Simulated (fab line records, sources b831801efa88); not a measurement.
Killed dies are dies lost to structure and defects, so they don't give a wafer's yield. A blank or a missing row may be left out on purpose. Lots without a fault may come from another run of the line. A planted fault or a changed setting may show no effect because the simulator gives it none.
fab line records | flow gf180mcu
record lots=24 wafers=72 last_day=34
route steps=602 shown PSD@261 CONTACT@314 V3@443 V4@498 TOP_METAL@582 PASSIVATION@590
lots that met no fault: from a run of the same line without faults
start_h: hours from the record's first day to the start of the lot's first wafer shown | wait_h: hours since the lot's step before | " the same as in the row above | L1.1+2: a row that stands for several wafers | - no value, or no start given | * or withheld: withheld | < > ~ a bound
route shown NAME@n: a module of which the file shows steps, and the number in the route of the first | usual: mean/standard deviation of fault-free wafers | same: alike in all rows | chamber/n: place in a boat | sites: the reading at each site | _std_site: their standard deviation | _edge_site: outer sites' mean less inner sites' | radius_mm: how far each site lies from the wafer's centre | mask NAME#n: copy n | behind: the tool/chamber that last shaped the wafer | hold: why the lot was held/for how many hours/how that ended | device: the transistor (n, p or np) that didn't switch | end of line: the same wafers' tests at the end of the route | a step without rows: its recipe alone | killed: dies lost to structure and defects at the first sort, not the wafer's yield | map: a wafer's dies, x killed, . not, _ none there
set.NAME: the setting as run; set.NAME@STEP: as run at that earlier step | model.NAME: the simulator's own value behind a step, which no gauge read
steps of the route over a sample of lots; a table a step, a row a wafer
services: from which hour (start_h, from the record's first day; less than 0 if before it) a tool's chamber was out of use, for how many hours, and why
## steps
# step GF_PSD_RTA_13
# recipe temp_c=1025 time_s=20 ambient=N2
# usual lamp_power_pct=33.6/1.8 wafer_temp_C_max=1029.0/1
# columns lot.wafer tool chamber start_h wait_h lamp_power_pct wafer_temp_C_max
L074.3 rtp_anneal-01 0 326.18 0.0 31.3 1026.9
L074.5 " 0 " " 31.3 1028.2
L074.6 " 0 " " 31.3 1027.6
L075.4 rtp_anneal-02 0 328.31 0.0 35.0 1029.1
L075.5 " 0 " " 35.0 1030.8
L075.6 " 0 " " 35.0 1029.3
L076.1 rtp_anneal-01 0 337.40 0.0 31.3 1027.9
L076.2 " 0 " " 31.3 1028.3
L076.4 " 0 " " 31.3 1027.7
L077.1 rtp_anneal-02 0 337.54 0.0 35.0 1029.2
L077.2 " 0 " " 35.1 1028.3
L077.3 " 0 " " 35.0 1028.7
L078.2 rtp_anneal-02 0 361.60 0.0 35.0 1028.2
L078.4 " 0 " " 35.0 1030.4
L078.5 " 0 " " 35.1 1028.6
L079.1 rtp_anneal-01 0 366.57 0.0 31.3 1028.1
L079.2 " 0 " " 31.3 1028.6
L079.3 " 0 " " 31.3 1028.0
L080.1 rtp_anneal-02 0 376.48 0.0 35.0 1029.6
L080.4 " 0 " " 35.0 1031.2
L080.5 " 0 " " 35.0 1030.7
L081.1 rtp_anneal-01 0 391.06 0.0 31.4 1027.8
L081.3 " 0 " " 31.4 1027.2
L081.4 " 0 " " 31.3 1028.1
L082.2 rtp_anneal-01 0 398.58 0.0 31.3 1027.8
L082.5 " 0 " " 31.3 1028.1
L082.6 " 0 " " 31.3 1027.6
L083.1 rtp_anneal-02 0 403.40 0.0 35.0 1029.8
L083.2 " 0 " " 35.0 1030.0
L083.3 " 0 " " 35.0 1031.0
L084.1 rtp_anneal-01 0 411.88 0.0 31.3 1029.2
L084.2 " 0 " " 31.3 1028.7
L084.6 " 0 " " 31.3 1029.2
L085.1 rtp_anneal-01 0 422.40 0.0 31.3 1027.8
L085.2 " 0 " " 31.3 1027.5
L085.5 " 0 " " 31.4 1028.3
L086.3 rtp_anneal-01 0 427.26 0.0 31.3 1027.9
L086.5 " 0 " " 31.3 1028.5
L086.6 " 0 " " 31.3 1028.3
L087.3 rtp_anneal-02 0 429.06 0.0 35.0 1030.1
L087.5 " 0 " " 35.0 1030.7
L087.6 " 0 " " 35.0 1029.3
L089.1 rtp_anneal-02 0 445.05 0.0 35.1 1030.1
L089.5 " 0 " " 35.1 1029.8
L089.6 " 0 " " 35.1 1030.3
L088.1 rtp_anneal-02 0 447.32 0.0 35.0 1028.5
L088.4 " 0 " " 35.0 1029.4
L088.6 " 0 " " 35.0 1029.3
L090.1 rtp_anneal-02 0 454.09 0.0 35.1 1028.8
L090.3 " 0 " " 35.1 1028.8
L090.5 " 0 " " 35.0 1029.6
L091.3 rtp_anneal-02 0 461.91 0.1 35.1 1029.0
L091.4 " 0 " " 35.0 1029.0
L091.6 " 0 " " 35.1 1030.1
L092.2 rtp_anneal-02 0 466.02 0.0 35.0 1031.1
L092.4 " 0 " " 35.1 1029.0
L092.6 " 0 " " 35.0 1029.0
L093.1 rtp_anneal-02 0 470.01 0.0 35.0 1028.2
L093.4 " 0 " " 35.1 1028.2
L093.5 " 0 " " 35.1 1029.8
L094.4 rtp_anneal-02 0 481.72 0.1 35.1 1029.0
L094.5 " 0 " " 35.1 1031.0
L094.6 " 0 " " 35.1 1029.9
L095.1 rtp_anneal-01 0 493.05 0.0 31.3 1027.9
L095.4 " 0 " " 31.3 1029.5
L095.6 " 0 " " 31.4 1028.5
L096.3 rtp_anneal-02 0 497.78 0.0 35.0 1029.5
L096.4 " 0 " " 35.0 1029.6
L096.5 " 0 " " 35.1 1029.0
L097.2 rtp_anneal-02 0 506.43 0.0 35.0 1028.4
L097.4 " 0 " " 35.1 1030.0
L097.5 " 0 " " 35.1 1028.3
# step GF_CONTACT_CMP_27
# recipe stop_on=SiO2 down_force_psi=3.5 platen_rpm=60 t_overpolish_s=15 target_thk_nm=0 pad_velocity_m_s=0.94248
# usual motor_current_A=10.9/0.64 overpolish_run_s=15.001/0.0099 time_to_endpoint_s=71.3/2.7
# columns lot.wafer tool chamber start_h wait_h motor_current_A overpolish_run_s time_to_endpoint_s
L074.3 cmp-02 1 370.86 0.1 10.1 14.988 70.3
L074.6 " 0 " " 11.0 15.000 69.2
L074.5 " 1 " " 9.9 14.995 67.8
L075.4 cmp-02 3 374.25 0.1 11.3 15.000 68.7
L075.6 " 1 " " 10.2 14.999 64.9
L075.5 " 2 " " 9.9 15.008 66.4
L076.4 cmp-01 2 383.74 0.0 10.6 15.001 67.3
L076.1 " 0 " " 11.2 15.002 72.6
L076.2 " 1 " " 11.4 15.006 67.6
L077.3 cmp-02 3 384.09 0.0 11.4 14.985 69.1
L077.2 " 0 " " 11.5 14.997 66.7
L077.1 " 1 " " 10.3 15.030 64.4
L078.4 cmp-02 0 408.34 0.1 11.7 15.003 73.7
L078.2 " 1 " " 9.9 15.002 70.0
L078.5 " 0 " " 11.5 15.009 75.0
L079.3 cmp-02 2 414.60 0.1 10.4 15.007 69.7
L079.2 " 3 " " 11.2 14.983 73.0
L079.1 " 0 " " 11.3 14.996 75.3
L080.1 cmp-02 1 424.58 0.1 9.6 14.985 73.8
L080.4 " 2 " " 10.3 15.010 74.3
L080.5 " 1 " " 10.1 14.998 73.0
L081.1 cmp-01 2 440.12 0.1 11.2 15.000 72.3
L081.4 " 3 " " 11.3 15.030 77.9
L081.3 " 0 " " 10.9 15.001 74.4
L082.2 cmp-01 2 448.22 0.1 10.6 15.006 71.7
L082.6 " 1 " " 11.6 15.001 72.9
L082.5 " 2 " " 11.0 14.999 70.9
L083.3 cmp-01 2 452.66 0.1 11.2 14.991 72.2
L083.2 " 3 " " 11.1 15.014 76.5
L083.1 " 0 " " 10.7 14.997 73.5
L084.2 cmp-01 1 462.04 0.0 11.9 15.008 69.8
L084.1 " 2 " " 11.7 14.993 71.9
L084.6 " 1 " " 10.9 14.985 65.9
L085.2 cmp-02 1 471.82 0.1 10.7 15.020 70.8
L085.1 " 3 " " 11.3 15.016 73.0
L085.5 " 0 " " 11.4 14.984 73.4
L086.3 cmp-02 3 477.45 0.2 10.6 15.023 69.1
L086.6 " 0 " " 11.6 15.013 70.2
L086.5 " 1 " " 9.8 15.010 65.5
L087.3 cmp-02 1 478.93 0.2 10.3 15.009 74.5
L087.6 " 2 " " 10.1 14.993 71.5
L087.5 " 3 " " 11.0 15.018 70.2
L089.1 cmp-02 3 496.35 0.1 10.5 15.011 73.7
L089.5 " 3 " " 11.2 14.991 69.3
L089.6 " 0 " " 11.7 14.994 71.7
L088.4 cmp-01 2 498.65 0.0 11.2 14.996 68.3
L088.1 " 3 " " 11.4 14.999 72.7
L088.6 " 2 " " 10.9 14.981 70.1
L090.1 cmp-02 1 504.85 0.1 9.8 15.001 70.8
L090.3 " 2 " " 9.6 14.989 68.5
L090.5 " 0 " " 11.9 15.000 69.8
L091.3 cmp-01 1 512.80 0.1 11.4 15.001 72.4
L091.4 " 3 " " 10.9 14.988 74.6
L091.6 " 0 " " 11.3 14.984 74.9
L092.2 cmp-02 0 516.55 0.1 12.2 15.003 70.0
L092.4 " 2 " " 10.0 15.007 70.5
L092.6 " 0 " " 11.5 15.014 71.5
L093.1 cmp-02 1 520.10 0.1 10.2 15.019 73.3
L093.4 " 0 " " 10.8 14.997 75.0
L093.5 " 1 " " 10.2 14.994 74.6
L094.4 cmp-02 2 532.40 0.0 9.9 14.998 70.8
L094.5 " 2 " " 10.4 14.998 69.7
L094.6 " 3 " " 11.1 14.988 69.7
L095.4 cmp-01 3 543.08 0.1 11.6 15.003 72.0
L095.1 " 0 " " 10.8 14.997 73.1
L095.6 " 2 " " 11.0 14.986 68.6
L096.4 cmp-01 1 547.96 0.1 12.4 15.008 68.6
L096.3 " 2 " " 10.9 14.999 71.1
L096.5 " 0 " " 11.0 15.006 73.1
L097.2 cmp-01 0 555.89 0.1 11.0 15.001 72.6
L097.4 " 2 " " 10.3 14.996 65.2
L097.5 " 0 " " 11.5 15.020 71.5
# step GF_V3_CD_MEAS_14
# recipe target_cd_nm=260
# usual cd_nm=260.1/1.2
# columns lot.wafer tool chamber start_h wait_h cd_nm
L074.3 cd_sem-02 - 519.71 0.1 260.4
L074.5 " - " " 259.5
L074.6 " - " " 260.8
L075.4 cd_sem-01 - 523.96 0.1 258.4
L075.5 " - " " 258.6
L075.6 " - " " 258.1
L076.1 cd_sem-01 - 533.33 0.1 260.7
L076.2 " - " " 261.8
L076.4 " - " " 261.9
L077.1 cd_sem-02 - 533.68 0.1 260.0
L077.2 " - " " 260.3
L077.3 " - " " 259.2
L078.2 cd_sem-02 - 557.92 0.1 259.4
L078.4 " - " " 260.8
L078.5 " - " " 260.5
L079.1 cd_sem-01 - 563.03 0.1 260.4
L079.2 " - " " 258.9
L079.3 " - " " 258.9
L080.1 cd_sem-01 - 573.05 0.1 258.3
L080.4 " - " " 258.7
L080.5 " - " " 258.3
L081.1 cd_sem-01 - 588.40 0.1 260.2
L081.3 " - " " 259.9
L081.4 " - " " 260.6
L082.2 cd_sem-02 - 595.12 0.1 260.4
L082.5 " - " " 262.1
L082.6 " - " " 261.8
L083.1 cd_sem-02 - 598.63 0.1 259.4
L083.2 " - " " 260.8
L083.3 " - " " 259.5
L084.1 cd_sem-02 - 606.42 0.1 261.8
L084.2 " - " " 261.8
L084.6 " - " " 261.5
L085.1 cd_sem-02 - 614.73 0.1 259.9
L085.2 " - " " 259.6
L085.5 " - " " 260.6
L086.3 cd_sem-01 - 620.76 0.1 258.4
L086.5 " - " " 259.0
L086.6 " - " " 257.2
L087.3 cd_sem-02 - 624.66 0.1 259.2
L087.5 " - " " 259.5
L087.6 " - " " 259.1
L089.1 cd_sem-01 - 635.80 0.1 259.1
L089.5 " - " " 259.9
L089.6 " - " " 259.9
L088.1 cd_sem-01 - 638.38 0.1 261.9
L088.4 " - " " 262.1
L088.6 " - " " 262.0
L090.1 cd_sem-02 - 643.15 0.2 259.8
L090.3 " - " " 259.5
L090.5 " - " " 260.2
L091.3 cd_sem-02 - 650.31 0.1 258.8
L091.4 " - " " 259.1
L091.6 " - " " 258.0
L092.2 cd_sem-01 - 654.40 0.1 261.0
L092.4 " - " " 260.6
L092.6 " - " " 262.0
L093.1 cd_sem-01 - 656.24 0.2 260.3
L093.4 " - " " 261.5
L093.5 " - " " 260.8
L094.4 cd_sem-01 - 667.01 0.1 259.2
L094.5 " - " " 258.7
L094.6 " - " " 258.5
L095.1 cd_sem-01 - 674.88 0.2 260.3
L095.4 " - " " 259.8
L095.6 " - " " 259.3
L096.3 cd_sem-01 - 679.49 0.1 262.2
L096.4 " - " " 262.0
L096.5 " - " " 261.9
L097.2 cd_sem-01 - 685.62 0.1 260.7
L097.4 " - " " 260.7
L097.5 " - " " 261.8
# step GF_V4_SPUTTER_22
# recipe material=TiN target_thk_nm=10 chamber_pressure_pa=5 power_w=4000 time_s=40
# usual throttle_valve_pct=29.6/1
# columns lot.wafer tool chamber start_h wait_h throttle_valve_pct
L074.3 pvd_sputter-02 - 569.61 0.0 29.0
L074.5 " - " " 29.5
L074.6 " - " " 29.9
L075.4 pvd_sputter-01 - 573.59 0.0 31.4
L075.5 " - " " 31.2
L075.6 " - " " 30.9
L076.1 pvd_sputter-01 - 581.95 0.0 28.1
L076.2 " - " " 31.0
L076.4 " - " " 31.0
L077.1 pvd_sputter-04 - 582.87 0.0 30.6
L077.2 " - " " 29.0
L077.3 " - " " 28.6
L078.2 pvd_sputter-04 - 604.18 0.0 28.7
L078.4 " - " " 28.7
L078.5 " - " " 29.0
L079.1 pvd_sputter-02 - 609.50 0.0 29.9
L079.2 " - " " 28.2
L079.3 " - " " 29.1
L080.1 pvd_sputter-01 - 619.84 0.0 31.3
L080.4 " - " " 30.9
L080.5 " - " " 27.9
L081.1 pvd_sputter-02 - 632.83 0.0 28.0
L081.3 " - " " 29.4
L081.4 " - " " 29.7
L082.2 pvd_sputter-04 - 640.15 0.0 28.7
L082.5 " - " " 28.9
L082.6 " - " " 28.7
L083.1 pvd_sputter-01 - 643.69 0.0 30.8
L083.2 " - " " 29.8
L083.3 " - " " 28.1
L084.1 pvd_sputter-02 - 651.57 0.0 28.3
L084.2 " - " " 28.9
L084.6 " - " " 28.3
L085.1 pvd_sputter-04 - 658.71 0.0 30.3
L085.2 " - " " 28.6
L085.5 " - " " 30.4
L086.3 pvd_sputter-01 - 664.82 0.0 31.2
L086.5 " - " " 31.2
L086.6 " - " " 30.5
L087.3 pvd_sputter-02 - 668.19 0.0 28.1
L087.5 " - " " 28.9
L087.6 " - " " 29.9
L089.1 pvd_sputter-04 - 679.16 0.0 30.3
L089.5 " - " " 28.7
L089.6 " - " " 29.0
L088.1 pvd_sputter-04 - 681.71 0.0 28.7
L088.4 " - " " 30.8
L088.6 " - " " 30.6
L090.1 pvd_sputter-02 - 686.16 0.0 29.4
L090.3 " - " " 29.6
L090.5 " - " " 28.9
L091.3 pvd_sputter-01 - 694.07 0.0 30.1
L091.4 " - " " 30.4
L091.6 " - " " 30.1
L092.2 pvd_sputter-04 - 696.40 0.0 28.7
L092.4 " - " " 29.0
L092.6 " - " " 30.3
L093.1 pvd_sputter-01 - 698.34 0.0 31.0
L093.4 " - " " 29.9
L093.5 " - " " 30.7
L094.4 pvd_sputter-01 - 709.18 0.0 29.8
L094.5 " - " " 28.1
L094.6 " - " " 29.7
L095.1 pvd_sputter-02 - 716.11 0.0 28.2
L095.4 " - " " 29.2
L095.6 " - " " 29.2
L096.3 pvd_sputter-02 - 719.75 0.0 28.9
L096.4 " - " " 29.6
L096.5 " - " " 28.2
L097.2 pvd_sputter-02 - 726.13 0.0 28.5
L097.4 " - " " 29.8
L097.5 " - " " 28.9
# step GF_TOP_METAL_OVL_MEAS_15
# usual TOP_METAL_OVL=-0.1/1.2
# columns lot.wafer tool chamber start_h wait_h TOP_METAL_OVL[nm]
L074.3 overlay-02 - 656.59 0.1 0.9
L074.5 " - " " -0.7
L074.6 " - " " -1.2
L075.4 overlay-02 - 659.74 0.1 2.7
L075.5 " - " " 3.7
L075.6 " - " " 1.1
L076.1 overlay-01 - 668.15 0.1 1.5
L076.2 " - " " 1.2
L076.4 " - " " -0.3
L077.1 overlay-02 - 668.32 0.1 -1.4
L077.2 " - " " -0.2
L077.3 " - " " -0.6
L078.2 overlay-01 - 687.51 0.1 -0.2
L078.4 " - " " 0.0
L078.5 " - " " -0.1
L079.1 overlay-01 - 693.20 0.1 -0.8
L079.2 " - " " -1.3
L079.3 " - " " -1.6
L080.1 overlay-01 - 702.02 0.1 0.5
L080.4 " - " " -0.4
L080.5 " - " " 1.1
L081.1 overlay-01 - 714.40 0.1 0.7
L081.3 " - " " 0.1
L081.4 " - " " 0.4
L082.2 overlay-01 - 720.38 0.1 0.7
L082.5 " - " " 1.1
L082.6 " - " " 1.4
L083.1 overlay-01 - 723.77 0.1 0.2
L083.2 " - " " 1.6
L083.3 " - " " 1.0
L084.1 overlay-01 - 730.62 0.1 -0.8
L084.2 " - " " -1.0
L084.6 " - " " -2.2
L085.1 overlay-01 - 737.72 0.1 -0.8
L085.2 " - " " 1.3
L085.5 " - " " 0.7
L086.3 overlay-01 - 743.16 0.1 -2.2
L086.5 " - " " -0.8
L086.6 " - " " 0.1
L087.3 overlay-01 - 746.34 0.1 0.7
L087.5 " - " " 0.3
L087.6 " - " " 1.2
L089.1 overlay-01 - 755.12 0.1 -0.4
L089.5 " - " " -0.9
L089.6 " - " " -2.5
L088.1 overlay-01 - 757.15 0.1 -1.0
L088.4 " - " " -0.3
L088.6 " - " " 0.7
L090.1 overlay-01 - 760.67 0.1 -2.6
L090.3 " - " " -1.8
L090.5 " - " " -2.0
L091.3 overlay-02 - 768.26 0.1 0.9
L091.4 " - " " -0.4
L091.6 " - " " -0.4
L092.2 overlay-02 - 771.43 0.1 -1.1
L092.4 " - " " -1.7
L092.6 " - " " -2.7
L093.1 overlay-01 - 772.37 0.1 -1.0
L093.4 " - " " -0.5
L093.5 " - " " -0.1
L094.4 overlay-01 - 782.14 0.1 1.1
L094.5 " - " " 0.4
L094.6 " - " " -0.4
L095.1 overlay-01 - 787.20 0.1 0.2
L095.4 " - " " 0.4
L095.6 " - " " -0.2
L096.3 overlay-01 - 790.41 0.1 1.6
L096.4 " - " " 0.9
L096.5 " - " " -0.1
L097.2 overlay-01 - 795.48 0.1 -2.6
L097.4 " - " " -0.3
L097.5 " - " " 1.2
# step GF_PASSIVATION_THK_MEAS_03
# recipe reads=Si3N4_of_PASSIVATION_CVD_02
# usual PASSIVATION_CVD_02_THK=706/10
# columns lot.wafer tool chamber start_h wait_h PASSIVATION_CVD_02_THK[nm]
L074.3 film_metro-04 - 658.11 0.2 704
L074.5 " - " " 705
L074.6 " - " " 712
L075.4 film_metro-02 - 661.13 0.0 709
L075.5 " - " " 702
L075.6 " - " " 698
L076.1 film_metro-04 - 669.50 0.3 700
L076.2 " - " " 696
L076.4 " - " " 707
L077.1 film_metro-03 - 669.52 0.1 700
L077.2 " - " " 681
L077.3 " - " " 691
L078.2 film_metro-03 - 688.75 0.2 695
L078.4 " - " " 702
L078.5 " - " " 702
L079.1 film_metro-03 - 694.40 0.1 699
L079.2 " - " " 705
L079.3 " - " " 700
L080.1 film_metro-04 - 703.19 0.1 707
L080.4 " - " " 718
L080.5 " - " " 715
L081.1 film_metro-03 - 715.79 0.1 694
L081.3 " - " " 693
L081.4 " - " " 714
L082.2 film_metro-04 - 721.90 0.2 706
L082.5 " - " " 702
L082.6 " - " " 701
L083.1 film_metro-02 - 724.98 0.1 703
L083.2 " - " " 696
L083.3 " - " " 699
L084.1 film_metro-02 - 731.83 0.1 709
L084.2 " - " " 699
L084.6 " - " " 726
L085.1 film_metro-03 - 738.89 0.1 702
L085.2 " - " " 711
L085.5 " - " " 712
L086.3 film_metro-04 - 744.55 0.2 714
L086.5 " - " " 714
L086.6 " - " " 713
L087.3 film_metro-04 - 747.55 0.2 690
L087.5 " - " " 704
L087.6 " - " " 707
L089.1 film_metro-04 - 756.29 0.1 713
L089.5 " - " " 733
L089.6 " - " " 712
L088.1 film_metro-04 - 758.33 0.1 695
L088.4 " - " " 711
L088.6 " - " " 720
L090.1 film_metro-04 - 761.84 0.1 707
L090.3 " - " " 707
L090.5 " - " " 721
L091.3 film_metro-03 - 769.44 0.2 693
L091.4 " - " " 702
L091.6 " - " " 714
L092.2 film_metro-04 - 772.61 0.2 695
L092.4 " - " " 710
L092.6 " - " " 691
L093.1 film_metro-04 - 773.54 0.1 699
L093.4 " - " " 697
L093.5 " - " " 711
L094.4 film_metro-03 - 783.37 0.0 712
L094.5 " - " " 710
L094.6 " - " " 717
L095.1 film_metro-02 - 788.38 0.1 705
L095.4 " - " " 710
L095.6 " - " " 714
L096.3 film_metro-03 - 791.60 0.2 711
L096.4 " - " " 713
L096.5 " - " " 714
L097.2 film_metro-04 - 796.69 0.2 685
L097.4 " - " " 697
L097.5 " - " " 697
## services
# columns tool chamber start_h hours kind
cmp-02 - 312.84 13.2 repair
cmp-01 - 321.52 0.4 repair
cmp-01 - 327.27 4.2 repair
cmp-01 - 333.30 0.8 repair
cmp-02 - 333.33 0.9 repair
cmp-01 - 347.41 1.3 repair
cmp-01 - 377.41 2.8 repair
cmp-02 - 401.83 3.3 repair
cmp-01 - 405.54 4.0 pm
cmp-01 - 413.43 6.7 pm
cmp-02 - 444.20 3.7 pm
rtp_anneal-01 - 504.94 13.8 pm
pvd_sputter-01 - 506.63 14.9 repair
rtp_anneal-01 - 551.65 3.3 pm
pvd_sputter-01 - 551.93 1.0 repair
cmp-01 - 568.35 0.5 repair
cmp-02 - 570.14 2.7 repair
cmp-02 - 572.81 4.0 pm
rtp_anneal-02 - 575.15 2.8 pm
cmp-02 - 651.15 5.9 pm
cmp-01 - 658.20 16.0 pm
cmp-02 - 661.93 0.9 repair
cmp-01 - 697.48 3.6 repair
cmp-02 - 716.29 2.9 repair
## key
fault none
